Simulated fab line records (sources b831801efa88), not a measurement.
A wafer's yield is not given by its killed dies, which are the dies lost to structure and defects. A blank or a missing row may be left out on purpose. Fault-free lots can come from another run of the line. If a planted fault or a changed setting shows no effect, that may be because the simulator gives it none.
Comparing a struck lot with a sound one	flow sky130	35 out of 708 route steps
Sound: the wafers L979.3, L979.5, L979.6. Wafers L985.2, L985.5, L985.6 were the ones struck. The cause comes at the end.
Order at every step that has rows: each side's tool, ch and its chambers, its first start. Under that, the readings that differ: sound wafers	struck wafers	difference of the means	sigmas: that difference in standard deviations of wafers without a fault.
alike: readings with means less than 2 such deviations apart, plus words and numbers identical on both sides. not compared: withheld readings, readings lacking a value on some wafer, bounds such as >300 that could conceal the same value, and numbers that have no deviation in the record and whose values overlap.
Wherever a step has rows on one side only, a row that says differs or no value, or a row with sigmas, the two part there. When numbers do not overlap yet have no deviation, they are printed without sigmas and do not part them. A reading that every wafer of one side lacks parts them only if that side has two wafers or more.

first, 8 steps without rows for these wafers: SKY_VIA2_ETCH_14 (etches BARC in N2/H2, stops on SiO2, time 45.9 s, target depth 60 nm); SKY_VIA2_ETCH_15 (etches SiO2 in C4F8/O2/Ar, stops on TiN, target depth 546 nm, time 84 s); SKY_VIA2_STRIP_16 (strips in O2/N2); SKY_VIA2_STRIP_17 (strips in post etch residue remover, time 1200 s); SKY_VIA2_CLEAN_18 (cleans in IPA, time 180 s); SKY_VIA2_CLEAN_19 (cleans in O3/DIW); SKY_VIA2_SPUTTER_20 (material TiN, target thk 20 nm, time 80 s); SKY_VIA2_CVD_21 (deposits W, target thk 420 nm, time 126.4 s).
SKY_VIA2_CMP_24: polishes, stops on SiO2, t overpolish 20 s, target thk 0 nm.
  sound on cmp-01 ch 2,3, day 40 17:49; struck on cmp-01 ch 0,1,3, day 42 05:49
  alike: headPressurePsi, motorCurrentA, overpolishRunS, retainingRingPressureFrac, timeToEndpointS
then, 25 steps without rows for these wafers: SKY_METAL3_SPUTTER_00 (material Ti, target thk 15 nm, time 10 s); SKY_METAL3_SPUTTER_01 (material TiN, target thk 20 nm, time 16.7 s); SKY_METAL3_SPUTTER_02 (material AlCu, target thk 735 nm, time 39.1 s); SKY_METAL3_SPUTTER_03 (material Ti, target thk 5 nm, time 3.3 s); SKY_METAL3_SPUTTER_04 (material TiN, target thk 70 nm, time 58.3 s); SKY_CAPM_CVD_00 (deposits SiO2, target thk 15.5 nm); SKY_CAPM_SPUTTER_02 (material TiN, target thk 200 nm, time 166.7 s); SKY_CAPM_DEHYDRATE_05 (time 60 s); SKY_CAPM_HMDS_06 (prime time 60 s); SKY_CAPM_COAT_07 (resist thk 1140 nm); SKY_CAPM_SOFTBAKE_08 (time 60 s); SKY_CAPM_EXPOSE_09 (exposes mask CAPM, target cd 1000 nm); SKY_CAPM_PEB_10; SKY_CAPM_DEVELOP_11 (develop time 60 s); SKY_CAPM_METAL_ETCH_13 (etches TiN in Cl2/BCl3, stops on SiO2, target depth 220 nm, time 62.9 s); SKY_CAPM_STRIP_14 (strips in O2/N2); SKY_CAPM_STRIP_15 (strips in post etch residue remover, time 1200 s); SKY_CAPM_CLEAN_16 (cleans in IPA, time 180 s); SKY_CAPM_CLEAN_17 (cleans in O3/DIW); SKY_METAL3_DEHYDRATE_05 (time 60 s); SKY_METAL3_HMDS_06 (prime time 60 s); SKY_METAL3_COAT_07 (resist thk 60 nm); SKY_METAL3_COAT_08 (resist thk 1140 nm); SKY_METAL3_SOFTBAKE_09 (time 90 s); SKY_METAL3_EXPOSE_10 (exposes mask MM3, target cd 300 nm).
-- the record jumps here: 8 days lie between the struck wafers' starts before and after (it left off in module METAL3 and takes up again in module PAD_OPEN, whose first step shown is number 708 of the route) --
SKY_PAD_OPEN_PROBE_99:
  sound: prober-02 at day 49 06:33; struck: prober-02 at day 50 08:36
reading	sound	struck	difference	sigmas
defectLimitedYield (%)	81.5 84.3 83.9	55.7 52.8 52.4	-29.6	-15
killed_at_M0_to_M3	51 32 39	174 192 207	+150	+20
killedDies	91 77 79	218 232 234	+146	+15
killedOnRim	23 10 15	43 49 42	+29	+7
sort_bin_3_pad_short (%)	0.8 1.0 0.4	2.2 4.5 2.8	+2.4	+6
sort_bin_5_function (%)	10.6 10.0 10.4	28.7 30.1 29.7	+19.2	+13
sort_bin_6_memory (%)	7.1 4.7 5.3	13.4 12.6 15.0	+8.0	+8
sortNPass	401 415 413	274 260 258	-146	-15
sortYieldPct (%)	81.5 84.3 83.9	55.7 52.8 52.4	-29.6	-15
model.etest.tester.sortNPass	401 415 413	274 260 258	-146	
model.etest.tester.sortYieldPct (%)	81.5 84.35 83.94	55.69 52.85 52.44	-29.60	
model.etest.tester.sort_bin_5_pct (%)	10.57 9.959 10.37	28.66 30.08 29.67	+19.17	
model.etest.tester.sort_bin_6_pct (%)	7.114 4.675 5.285	13.41 12.6 15.04	+7.99	
model.etest.tester.sort_bin_3_pct (%)	0.813 1.016 0.4065	2.236 4.472 2.846	+2.440	
  alike: killed_at_M4_up, killedAtContacts, killedAtFrontEnd, killedAtOther, killedOpen, killedShort

## WHERE THEY PART
Only at SKY_PAD_OPEN_PROBE_99, as far as this record shows.

WHY: what the simulator had put in
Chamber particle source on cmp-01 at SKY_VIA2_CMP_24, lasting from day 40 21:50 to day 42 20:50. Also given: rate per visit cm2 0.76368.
